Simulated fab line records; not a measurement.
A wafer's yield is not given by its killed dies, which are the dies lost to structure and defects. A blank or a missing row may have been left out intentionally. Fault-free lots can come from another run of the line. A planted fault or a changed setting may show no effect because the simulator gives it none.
fab line records | flow sky130
record: lots: 5 wafers: 23
route steps=708 shown SD_N@344 SD_P@359 LI_CONTACT@362 LOCAL_INTERCONNECT@387 CONTACT@414
start_h: the number of hours between the record's first day and the start of the first shown wafer of the lot | wait_h: hours elapsed since this lot's preceding step | " same as the row above | L1.1+2: a row that stands for several wafers | - no value, or no start was given | * or withheld: withheld | < > ~ a bound
route shown NAME@n: a module of which the file shows steps, and the number in the route of the first | usual: the fault-free wafers' mean and standard deviation | same: alike in all rows | chamber/n: place in a boat | sites: per-site readings | _std_site: standard deviation of those values | _edge_site: inner sites' mean taken away from outer sites' mean | radius_mm: how far each site lies from the wafer's centre | mask NAME#n: copy n | behind: tool/chamber where the wafer was last shaped | hold: reason for holding the lot/hours on hold/outcome of the hold | device: the n, p or np transistor that did not switch | end of line: the route-end tests of the same wafers | for a step that has no rows: nothing shown but its recipe | killed: count of dies lost to structure and defects at first sort (not the wafer's yield) | map: shows each die of a wafer: x if killed, . if not, _ if none is there
set.NAME: the setting that was run; set.NAME@STEP: the one run at that earlier step | model.NAME: the simulator's own value behind a step, which no gauge read
lots where settings were altered on purpose, with a table for each step and a row for each wafer
== steps ==
step: SKY_SD_N_COAT_02
recipe: resist: NOVOLAK spin_rpm: 3000 resist_thk_nm: 1140
columns lot.wafer tool chamber start_h wait_h set.spin_rpm
L075.1+2+3+4+6 litho_track-04 0 631.94 0.1 3000
L078.1+3+4+5+6 litho_track-04 0 660.14 0.1 3000
L079.1+2+3+4+5 litho_track-01 0 676.04 0.1 3000
L080.1+4+5 litho_track-04 0 680.04 0.1 3000
L081.1+4+6 litho_track-04 0 688.89 0.1 3000
L081.2+5 " 0 " " 3187
step: SKY_SD_N_STRIP_11
recipe: chemistry: O2/N2 power_w: 1400 pressure_mtorr: 1500 platen_temp_c: withheld o2_flow_sccm: 3000 n2_flow_sccm: 300 overash_fraction: 0.5
usual: strip_time_to_endpoint_s: 22.55/0.043
columns lot.wafer tool chamber start_h wait_h set.o2_flow_sccm set.spin_rpm@SD_N_COAT_02 strip_time_to_endpoint_s
L075.1 plasma_asher-04 1 647.14 0.1 2830 3000 22.55
L075.2 " 0 " " 2830 3000 22.58
L075.3 " 0 " " 2830 3000 22.57
L075.4 " 1 " " 3000 3000 22.48
L075.6 " 0 " " 3000 3000 22.48
L078.1 plasma_asher-01 1 675.03 0.1 3000 3000 22.59
L078.3 " 0 " " 3000 3000 22.61
L078.4 " 1 " " 2724 3000 22.71
L078.5 " 1 " " 3000 3000 22.55
L078.6 " 0 " " 2724 3000 22.71
L079.1 plasma_asher-04 1 690.54 0.1 3000 3000 22.49
L079.2 " 0 " " 2854 3000 22.61
L079.3 " 1 " " 2854 3000 22.59
L079.4 " 0 " " 3000 3000 22.57
L079.5 " 0 " " 2854 3000 22.63
L080.1 plasma_asher-03 0 694.33 0.1 3000 3000 22.56
L080.4 " 0 " " 3000 3000 22.58
L080.5 " 0 " " 3000 3000 22.57
L081.1 plasma_asher-01 0 702.85 0.1 2565 3000 22.73
L081.2 " 1 " " 3000 3187 22.14
L081.4 " 0 " " 3000 3000 22.51
L081.5 " 0 " " 3000 3187 22.10
L081.6 " 1 " " 2565 3000 22.69
step: SKY_SD_N_CLEAN_13
recipe: chemistry: SC1/SC2 mix: 1:4:20 temp_c: 70 time_s: 150 dry: n2_spin
step: SKY_SD_N_RS_MEAS_17
recipe: thk_meas_gauge: four-point-probe
usual: SD_P_RS: 147.0/0.37
columns lot.wafer tool chamber start_h wait_h set.energy_kev@SD_P_IMPLANT_09 SD_P_RS[ohm/sq]
L075.1 film_metro-01 - 647.65 0.1 20 147.6
L075.2 " - " " 20.45 146.1
L075.3 " - " " 20.45 145.8
L075.4 " - " " 20 147.4
L075.6 " - " " 20 147.2
L078.1 film_metro-02 - 675.54 0.1 20 147.4
L078.3 " - " " 20 147.2
L078.4 " - " " 20.36 146.0
L078.5 " - " " 20.36 146.1
L078.6 " - " " 20 146.9
L079.1 film_metro-01 - 691.05 0.1 20 147.1
L079.2 " - " " 20 146.4
L079.3 " - " " 20 146.4
L079.4 " - " " 20 146.7
L079.5 " - " " 20 146.1
L080.1 film_metro-02 - 694.83 0.1 20 146.5
L080.4 " - " " 20 146.3
L080.5 " - " " 20 146.9
L081.1 film_metro-01 - 703.35 0.1 20 146.9
L081.2 " - " " 20 146.9
L081.4 " - " " 20 147.0
L081.5 " - " " 20 146.8
L081.6 " - " " 20 146.6
step: SKY_LI_CONTACT_HDPCVD_00
recipe: material: PSG target_thk_nm: 930 sigma_open_frac: 0.3 time_s: 155 temp_c: 600 sih4_flow_sccm: 60 pressure_mtorr: 6
columns lot.wafer tool chamber start_h wait_h set.time_s model.PSG_of_LI_CONTACT_HDPCVD_00.thk_nm
L075.1+2 hdpcvd-02 2,0 647.90 0.0 160.9 951.1
L075.3 " 1 " " 155 930.3
L075.4 " 0 " " 155 913.3
L075.6 " 1 " " 155 928.4
L078.1 hdpcvd-02 1 675.79 0.0 155 934.1
L078.3 " 0 " " 173.2 1024
L078.4 " 0 " " 155 914.5
L078.5 " 2 " " 155 926.7
L078.6 " 1 " " 173.2 1043
L079.1 hdpcvd-02 2 691.30 0.0 155 928.2
L079.2 " 0 " " 132.4 786.9
L079.3 " 1 " " 132.4 802.4
L079.4 " 0 " " 155 905.1
L079.5 " 2 " " 155 931.8
L080.1 hdpcvd-02 1 695.09 0.0 155 941
L080.4 " 0 " " 155 921.5
L080.5 " 1 " " 155 942.5
L081.1 hdpcvd-01 2 703.61 0.0 155 955.8
L081.2 " 0 " " 155 920.4
L081.4 " 1 " " 155 930.1
L081.5 " 0 " " 155 926.8
L081.6 " 2 " " 155 943.6
step: SKY_LI_CONTACT_THK_MEAS_01
recipe: reads: PSG_of_LI_CONTACT_HDPCVD_00
usual: LI_CONTACT_HDPCVD_THK: 929/10
columns lot.wafer tool chamber start_h wait_h set.time_s@LI_CONTACT_HDPCVD_00 LI_CONTACT_HDPCVD_THK[nm]
L075.1 film_metro-04 - 648.01 0.1 160.9 952
L075.2 " - " " 160.9 951
L075.3 " - " " 155 931
L075.4 " - " " 155 914
L075.6 " - " " 155 929
L078.1 film_metro-01 - 675.90 0.1 155 934
L078.3 " - " " 173.2 1024
L078.4 " - " " 155 915
L078.5 " - " " 155 927
L078.6 " - " " 173.2 1043
L079.1 film_metro-01 - 691.41 0.1 155 929
L079.2 " - " " 132.4 787
L079.3 " - " " 132.4 803
L079.4 " - " " 155 905
L079.5 " - " " 155 932
L080.1 film_metro-04 - 695.19 0.1 155 940
L080.4 " - " " 155 921
L080.5 " - " " 155 942
L081.1 film_metro-02 - 703.71 0.1 155 956
L081.2 " - " " 155 920
L081.4 " - " " 155 930
L081.5 " - " " 155 927
L081.6 " - " " 155 943
step: SKY_LI_CONTACT_EXPOSE_09
recipe: mask_id: LICM1 na: 0.8 source_shape: annular sigma_inner: 0.55 sigma_outer: 0.85 target_cd_nm: 170 dose_mj: 38
columns lot.wafer tool chamber start_h wait_h mask set.dose_mj
L075.1+3+4 krf_scanner-02 0 - - LICM1#0 36.19
L075.2+6 " 0 " " LICM1#0 38
L078.1+3+4+5+6 krf_scanner-02 0 - - LICM1#0 38
L079.1+2+5 krf_scanner-01 0 - - LICM1#0 39.22
L079.3+4 " 0 " " LICM1#0 38
L080.1+4+5 krf_scanner-02 0 - - LICM1#0 38
L081.1+5 krf_scanner-02 0 - - LICM1#0 38
L081.2+4+6 " 0 " " LICM1#0 36.54
step: SKY_LI_CONTACT_PEB_10
recipe: peb_temp_c: withheld peb_time_s: withheld resist: KrF-thick
step: SKY_LI_CONTACT_DEVELOP_11
recipe: develop_time_s: 60 resist: KrF-thick dev_temp_c: 21
step: SKY_LI_CONTACT_CD_MEAS_12
recipe: target_cd_nm: 170
usual: cd_nm: 169.2/1.4
columns lot.wafer tool chamber start_h wait_h set.dose_mj@LI_CONTACT_EXPOSE_09 cd_nm
L075.1 cd_sem-02 - 676.88 - 36.19 161.8
L075.2 " - " " 38 171.9
L075.3 " - " " 36.19 160.2
L075.4 " - " " 36.19 161.6
L075.6 " - " " 38 170.7
L078.1 cd_sem-01 - 703.74 - 38 169.8
L078.3 " - " " 38 168.9
L078.4 " - " " 38 168.3
L078.5 " - " " 38 168.8
L078.6 " - " " 38 168.7
L079.1 cd_sem-02 - 719.77 - 39.22 175.2
L079.2 " - " " 39.22 174.8
L079.3 " - " " 38 169.6
L079.4 " - " " 38 170.0
L079.5 " - " " 39.22 174.6
L080.1 cd_sem-02 - 723.78 - 38 171.5
L080.4 " - " " 38 171.0
L080.5 " - " " 38 172.1
L081.1 cd_sem-01 - 731.64 - 38 167.9
L081.2 " - " " 36.54 160.5
L081.4 " - " " 36.54 157.4
L081.5 " - " " 38 167.6
L081.6 " - " " 36.54 159.7
step: SKY_LI_CONTACT_ETCH_14
recipe: chemistry: N2/H2 target: BARC ion_energy_ev: 200 source_w: 500 bias_w: 100 pressure_mtorr: 30 n2_flow_sccm: 100 h2_flow_sccm: 200 stop_on: SiO2 time_s: 45.9 target_depth_a: 600
columns lot.wafer tool chamber start_h wait_h set.source_w set.dose_mj@LI_CONTACT_EXPOSE_09 model.LI_CONTACT.cd_nm model.KrF-thick_of_LI_CONTACT_COAT_07.thk_nm
L075.1 rie_diel-01 0 677.03 0.0 519.8 36.19 162.5 391.6
L075.2 " 1 " " 500 38 170.3 393.5
L075.3 " 2 " " 500 36.19 159.6 391.9
L075.4 " 3 " " 519.8 36.19 162.2 390.7
L075.6 " 0 " " 519.8 38 171.5 390.5
L078.1 rie_diel-01 1 703.89 0.0 500 38 168.8 392.8
L078.3 " 0 " " 540.2 38 169.5 390.3
L078.4 " 3 " " 500 38 167.6 392.2
L078.5 " 3 " " 540.2 38 168.8 388.7
L078.6 " 2 " " 540.2 38 168.8 388.3
L079.1 rie_diel-01 1 719.93 0.0 459.4 39.22 173.7 394
L079.2 " 2 " " 459.4 39.22 173.2 394.4
L079.3 " 3 " " 459.4 38 168 394.5
L079.4 " 0 " " 500 38 170.6 391.9
L079.5 " 3 " " 500 39.22 173.7 390.7
L080.1 rie_diel-04 2 723.93 0.0 500 38 170.4 391.9
L080.4 " 3 " " 500 38 170.9 392.1
L080.5 " 2 " " 500 38 171.5 391.6
L081.1 rie_diel-01 3 731.79 0.0 500 38 167 390.5
L081.2 " 2 " " 500 36.54 159.9 392.2
L081.4 " 0 " " 500 36.54 158.1 391.6
L081.5 " 1 " " 500 38 166.6 392.6
L081.6 " 2 " " 500 36.54 158.8 391.3
step: SKY_LOCAL_INTERCONNECT_SPUTTER_00
recipe: material: TiN target_thk_nm: 100 temp_c: 300 power_w: 6500 time_s: 83.3 chamber_pressure_pa: 0.4
columns lot.wafer tool chamber start_h wait_h set.power_w model.TiN_of_LOCAL_INTERCONNECT_SPUTTER_00.thk_nm
L075.1 pvd_sputter-02 - 678.20 0.2 7237 113.5
L075.2 " - " " 7237 113.1
L075.3 " - " " 6500 101
L075.4 " - " " 6500 102.9
L075.6 " - " " 7237 113.2
L078.1 pvd_sputter-02 - 705.06 0.1 6075 93.94
L078.3 " - " " 6075 95.93
L078.4 " - " " 6500 102.6
L078.5 " - " " 6500 101.8
L078.6 " - " " 6075 95.14
L079.1 pvd_sputter-03 - 721.09 0.2 6500 101.9
L079.2 " - " " 6905 106.7
L079.3 " - " " 6500 100.8
L079.4 " - " " 6905 107.4
L079.5 " - " " 6500 100.3
L080.1 pvd_sputter-02 - 725.10 0.1 6500 103.6
L080.4 " - " " 6500 102.4
L080.5 " - " " 6500 100.5
L081.1 pvd_sputter-02 - 732.96 0.2 7158 115.1
L081.2 " - " " 7158 113.1
L081.4 " - " " 6500 103.4
L081.5 " - " " 7158 111.5
L081.6 " - " " 6500 102.9
step: SKY_LOCAL_INTERCONNECT_RS_MEAS_01
recipe: thk_meas_gauge: four-point-probe reads: TiN_of_LOCAL_INTERCONNECT_SPUTTER_00
usual: LOCAL_INTERCONNECT_TIN_RS: 13.91/0.23
columns lot.wafer tool chamber start_h wait_h set.power_w@LOCAL_INTERCONNECT_SPUTTER_00 LOCAL_INTERCONNECT_TIN_RS[ohm/sq]
L075.1 film_metro-01 - 678.26 0.0 7237 12.39
L075.2 " - " " 7237 12.44
L075.3 " - " " 6500 14.02
L075.4 " - " " 6500 13.72
L075.6 " - " " 7237 12.43
L078.1 film_metro-01 - 705.12 0.0 6075 15.11
L078.3 " - " " 6075 14.76
L078.4 " - " " 6500 13.77
L078.5 " - " " 6500 13.88
L078.6 " - " " 6075 14.89
L079.1 film_metro-03 - 721.16 0.0 6500 13.87
L079.2 " - " " 6905 13.20
L079.3 " - " " 6500 14.00
L079.4 " - " " 6905 13.11
L079.5 " - " " 6500 14.10
L080.1 film_metro-03 - 725.16 0.0 6500 13.61
L080.4 " - " " 6500 13.79
L080.5 " - " " 6500 14.08
L081.1 film_metro-02 - 733.02 0.0 7158 12.22
L081.2 " - " " 7158 12.40
L081.4 " - " " 6500 13.62
L081.5 " - " " 7158 12.60
L081.6 " - " " 6500 13.67
step: SKY_LOCAL_INTERCONNECT_THK_MEAS_02
recipe: thk_meas_gauge: xrf reads: TiN_of_LOCAL_INTERCONNECT_SPUTTER_00
usual: LOCAL_INTERCONNECT_TIN_THK: 102.1/1.8
columns lot.wafer tool chamber start_h wait_h set.power_w@LOCAL_INTERCONNECT_SPUTTER_00 LOCAL_INTERCONNECT_TIN_THK[nm]
L075.1 film_metro-01 - 678.38 0.1 7237 114.8
L075.2 " - " " 7237 114.3
L075.3 " - " " 6500 102.2
L075.4 " - " " 6500 104.2
L075.6 " - " " 7237 114.3
L078.1 film_metro-01 - 705.24 0.1 6075 94.8
L078.3 " - " " 6075 97.2
L078.4 " - " " 6500 103.2
L078.5 " - " " 6500 102.9
L078.6 " - " " 6075 96.5
L079.1 film_metro-03 - 721.28 0.1 6500 101.8
L079.2 " - " " 6905 106.7
L079.3 " - " " 6500 101.1
L079.4 " - " " 6905 107.7
L079.5 " - " " 6500 100.4
L080.1 film_metro-03 - 725.28 0.1 6500 103.6
L080.4 " - " " 6500 102.4
L080.5 " - " " 6500 101.0
L081.1 film_metro-02 - 733.14 0.1 7158 115.2
L081.2 " - " " 7158 113.2
L081.4 " - " " 6500 103.3
L081.5 " - " " 7158 111.1
L081.6 " - " " 6500 103.0
step: SKY_LOCAL_INTERCONNECT_COAT_06
recipe: resist: KrF-thick spin_rpm: 3000 resist_thk_nm: 450
columns lot.wafer tool chamber start_h wait_h set.resist_thk_nm model.KrF-thick_of_LOCAL_INTERCONNECT_COAT_06.thk_nm
L075.1+2 litho_track-03 0 - - 426.7 -
L075.3 " 0 " " 450 448.9
L075.4 " 0 " " 426.7 426
L075.6 " 0 " " 450 -
L078.1+6 litho_track-03 0 - - 450 -
L078.3 " 0 " " 466.9 -
L078.4 " 0 " " 466.9 466.4
L078.5 " 0 " " 466.9 465.7
L079.1 litho_track-03 0 - - 472.2 474.2
L079.2 " 0 " " 450 -
L079.3 " 0 " " 450 451.4
L079.4 " 0 " " 472.2 -
L079.5 " 0 " " 450 452.2
L080.1 litho_track-01 0 - - 450 447.1
L080.4 " 0 " " 450 447
L080.5 " 0 " " 450 447.4
L081.1+2 litho_track-02 0 - - 428.8 -
L081.4 " 0 " " 450 450.5
L081.5 " 0 " " 450 -
L081.6 " 0 " " 428.8 428.3
step: SKY_LOCAL_INTERCONNECT_SOFTBAKE_07
recipe: temp_c: 100 time_s: 90 resist: KrF-thick
step: SKY_LOCAL_INTERCONNECT_EXPOSE_08
recipe: mask_id: LI1M na: 0.8 source_shape: annular sigma_inner: 0.55 sigma_outer: 0.85 target_cd_nm: 170 dose_mj: 27.77
step: SKY_LOCAL_INTERCONNECT_ETCH_13
recipe: chemistry: N2/H2 target: BARC ion_energy_ev: 200 bias_w: 100 pressure_mtorr: 30 n2_flow_sccm: 100 h2_flow_sccm: 200 icp_w: 500 stop_on: SiO2 time_s: 45.9 target_depth_a: 600
step: SKY_LOCAL_INTERCONNECT_METAL_ETCH_14
recipe: target_depth_nm: 110 stop_on: PSG chemistry: Cl2/BCl3 target: TiN resist_sidewall_deg: 88 pressure_mtorr: 10 icp_w: 900 bias_w: 48.5 Cl2_flow_sccm: 60 bcl3_flow_sccm: 30 time_s: 31.4
usual: oes_product_au: 0.950/0.0089
columns lot.wafer tool chamber start_h wait_h set.power_w@LOCAL_INTERCONNECT_SPUTTER_00 set.resist_thk_nm@LOCAL_INTERCONNECT_COAT_06 oes_product_au model.KrF-thick_of_LOCAL_INTERCONNECT_COAT_06.thk_nm
L075.1 rie_metal-03 1 707.05 0.1 7237 426.7 0.992 -
L075.2 " 1 " " 7237 426.7 0.999 -
L075.3 " 1 " " 6500 450 0.945 348.2
L075.4 " 1 " " 6500 426.7 0.950 325.6
L075.6 " 1 " " 7237 450 0.995 -
L078.1 rie_metal-01 0 733.24 0.0 6075 450 0.906 -
L078.3 " 1 " " 6075 466.9 0.924 -
L078.4 " 0 " " 6500 466.9 0.961 367.4
L078.5 " 0 " " 6500 466.9 0.950 366.4
L078.6 " 1 " " 6075 450 0.910 -
L079.1 rie_metal-01 1 749.56 0.0 6500 472.2 0.943 375.4
L079.2 " 0 " " 6905 450 0.972 -
L079.3 " 1 " " 6500 450 0.949 352.3
L079.4 " 0 " " 6905 472.2 0.970 -
L079.5 " 0 " " 6500 450 0.940 352.9
L080.1 rie_metal-02 0 753.33 0.0 6500 450 0.970 343.2
L080.4 " 1 " " 6500 450 0.955 343.5
L080.5 " 1 " " 6500 450 0.941 344.1
L081.1 rie_metal-03 1 760.59 0.0 7158 428.8 1.001 -
L081.2 " 0 " " 7158 428.8 1.001 -
L081.4 " 0 " " 6500 450 0.962 348.8
L081.5 " 0 " " 7158 450 0.994 -
L081.6 " 1 " " 6500 428.8 0.958 326.7
step: SKY_LOCAL_INTERCONNECT_STRIP_15
recipe: chemistry: O2/N2 power_w: 1400 pressure_mtorr: 1500 platen_temp_c: withheld o2_flow_sccm: 3000 n2_flow_sccm: 300 overash_fraction: 0.5
usual: strip_time_to_endpoint_s: 4.714/0.028
columns lot.wafer tool chamber start_h wait_h set.resist_thk_nm@LOCAL_INTERCONNECT_COAT_06 strip_time_to_endpoint_s
L075.1 plasma_asher-02 0 707.16 0.1 426.7 4.460
L075.2 " 1 " " 426.7 4.458
L075.3 " 1 " " 450 4.706
L075.4 " 0 " " 426.7 4.493
L075.6 " 0 " " 450 4.719
L078.1 plasma_asher-02 1 733.29 0.0 450 4.721
L078.3 " 1 " " 466.9 4.922
L078.4 " 0 " " 466.9 4.924
L078.5 " 0 " " 466.9 4.914
L078.6 " 1 " " 450 4.738
L079.1 plasma_asher-04 1 749.61 0.0 472.2 4.998
L079.2 " 0 " " 450 4.766
L079.3 " 1 " " 450 4.756
L079.4 " 0 " " 472.2 4.975
L079.5 " 0 " " 450 4.767
L080.1 plasma_asher-01 0 753.38 0.0 450 4.652
L080.4 " 0 " " 450 4.667
L080.5 " 0 " " 450 4.667
L081.1 plasma_asher-01 0 760.64 0.0 428.8 4.488
L081.2 " 1 " " 428.8 4.490
L081.4 " 1 " " 450 4.724
L081.5 " 1 " " 450 4.702
L081.6 " 0 " " 428.8 4.505
step: SKY_CONTACT_COAT_08
recipe: resist: BARC temp_c: withheld time_s: withheld spin_rpm: 3000 resist_thk_nm: 60
columns lot.wafer tool chamber start_h wait_h set.spin_rpm
L075.1+3 litho_track-03 0 722.33 0.1 2831
L075.2+4+6 " 0 " " 3000
L078.1+3+4+5+6 litho_track-01 0 747.89 0.1 3000
L079.1+2+4 litho_track-04 0 764.04 0.1 3108
L079.3+5 " 0 " " 3000
L080.1+4+5 litho_track-03 0 767.48 0.1 3000
L081.1+6 litho_track-04 0 775.34 0.1 3000
L081.2+4+5 " 0 " " 2867
step: SKY_CONTACT_DEVELOP_13
recipe: develop_time_s: 60 resist: KrF-thick dev_temp_c: 21
columns lot.wafer tool chamber start_h wait_h set.develop_time_s
L075.1+3+4 litho_track-04 0 - - 60
L075.2+6 " 0 " " 53.92
L078.1+5+6 litho_track-03 0 - - 60
L078.3+4 " 0 " " 68.91
L079.1+5 litho_track-03 0 - - 51.16
L079.2+3+4 " 0 " " 60
L080.1+4+5 litho_track-04 0 - - 60
L081.1+2+4 litho_track-03 0 - - 67.65
L081.5+6 " 0 " " 60
step: SKY_CONTACT_ETCH_16
recipe: chemistry: N2/H2 target: BARC ion_energy_ev: 200 source_w: 500 bias_w: 100 pressure_mtorr: 30 n2_flow_sccm: 100 h2_flow_sccm: 200 stop_on: SiO2 time_s: 45.9 target_depth_a: 600
usual: oes_product_au: 0.855/0.0048
columns lot.wafer tool chamber start_h wait_h set.spin_rpm@CONTACT_COAT_08 oes_product_au
L075.1 rie_diel-03 0 736.79 0.0 2831 0.873
L075.2 " 2 " " 3000 0.851
L075.3 " 1 " " 2831 0.874
L075.4 " 3 " " 3000 0.861
L075.6 " 0 " " 3000 0.864
L078.1 rie_diel-02 0 761.93 0.0 3000 0.861
L078.3 " 1 " " 3000 0.854
L078.4 " 3 " " 3000 0.853
L078.5 " 3 " " 3000 0.855
L078.6 " 0 " " 3000 0.855
L079.1 rie_diel-03 0 777.93 0.0 3108 0.844
L079.2 " 3 " " 3108 0.849
L079.3 " 2 " " 3000 0.854
L079.4 " 1 " " 3108 0.847
L079.5 " 2 " " 3000 0.862
L080.1 rie_diel-03 1 781.24 0.0 3000 0.851
L080.4 " 2 " " 3000 0.859
L080.5 " 1 " " 3000 0.850
L081.1 rie_diel-02 1 787.78 0.0 3000 0.848
L081.2 " 3 " " 2867 0.867
L081.4 " 0 " " 2867 0.860
L081.5 " 1 " " 2867 0.864
L081.6 " 2 " " 3000 0.850
== key ==
split: step: SKY_SD_N_COAT_02 setting: spin_rpm stated: 3000 by: wafer
response: step: SKY_SD_N_STRIP_11 reading: strip_time_to_endpoint_s slope: * per: 1% together_with: o2_flow_sccm@SD_N_STRIP_11 explained: 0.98
split: step: SKY_SD_N_STRIP_11 setting: o2_flow_sccm stated: 3000 by: wafer
response: step: SKY_SD_N_STRIP_11 reading: strip_time_to_endpoint_s slope: * per: 1% together_with: spin_rpm@SD_N_COAT_02 explained: 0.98
split: step: SKY_LI_CONTACT_HDPCVD_00 setting: time_s stated: 155 by: wafer
response: step: SKY_LI_CONTACT_HDPCVD_00 reading: model.PSG_of_LI_CONTACT_HDPCVD_00.thk_nm change: +8.85 per: 1% r: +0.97
response: step: SKY_LI_CONTACT_THK_MEAS_01 reading: LI_CONTACT_HDPCVD_THK change: +8.87 per: 1% r: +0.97
split: step: SKY_LI_CONTACT_EXPOSE_09 setting: dose_mj stated: 38 by: wafer
response: step: SKY_LI_CONTACT_CD_MEAS_12 reading: cd_nm change: +2.04 per: 1% r: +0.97
response: step: SKY_LI_CONTACT_ETCH_14 reading: model.LI_CONTACT.cd_nm change: +1.86 per: 1% r: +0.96
split: step: SKY_LI_CONTACT_ETCH_14 setting: source_w stated: 500 by: wafer
response: step: SKY_LI_CONTACT_ETCH_14 reading: model.KrF-thick_of_LI_CONTACT_COAT_07.thk_nm change: -0.404 per: 1% r: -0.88
split: step: SKY_LOCAL_INTERCONNECT_SPUTTER_00 setting: power_w stated: 6500 by: wafer
response: step: SKY_LOCAL_INTERCONNECT_SPUTTER_00 reading: model.TiN_of_LOCAL_INTERCONNECT_SPUTTER_00.thk_nm change: +1.01 per: 1% r: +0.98
response: step: SKY_LOCAL_INTERCONNECT_RS_MEAS_01 reading: LOCAL_INTERCONNECT_TIN_RS change: -0.132 per: 1% r: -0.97
response: step: SKY_LOCAL_INTERCONNECT_THK_MEAS_02 reading: LOCAL_INTERCONNECT_TIN_THK change: +0.999 per: 1% r: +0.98
response: step: SKY_LOCAL_INTERCONNECT_METAL_ETCH_14 reading: oes_product_au change: +0.00439 per: 1% r: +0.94
split: step: SKY_LOCAL_INTERCONNECT_COAT_06 setting: resist_thk_nm stated: 450 by: wafer
response: step: SKY_LOCAL_INTERCONNECT_COAT_06 reading: model.KrF-thick_of_LOCAL_INTERCONNECT_COAT_06.thk_nm change: +4.54 per: 1% r: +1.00
response: step: SKY_LOCAL_INTERCONNECT_METAL_ETCH_14 reading: model.KrF-thick_of_LOCAL_INTERCONNECT_COAT_06.thk_nm change: +4.56 per: 1% r: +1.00
response: step: SKY_LOCAL_INTERCONNECT_STRIP_15 reading: strip_time_to_endpoint_s change: * per: 1% r: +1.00
split: step: SKY_CONTACT_COAT_08 setting: spin_rpm stated: 3000 by: wafer
response: step: SKY_CONTACT_ETCH_16 reading: oes_product_au change: -0.00299 per: 1% r: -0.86
split: step: SKY_CONTACT_DEVELOP_13 setting: develop_time_s stated: 60 by: wafer
response none clear
split outside_this_file step=SKY_SD_P_IMPLANT_09 setting=energy_kev
split outside_this_file: this setting was split too, and the file shows its column; the key of that split is in another file
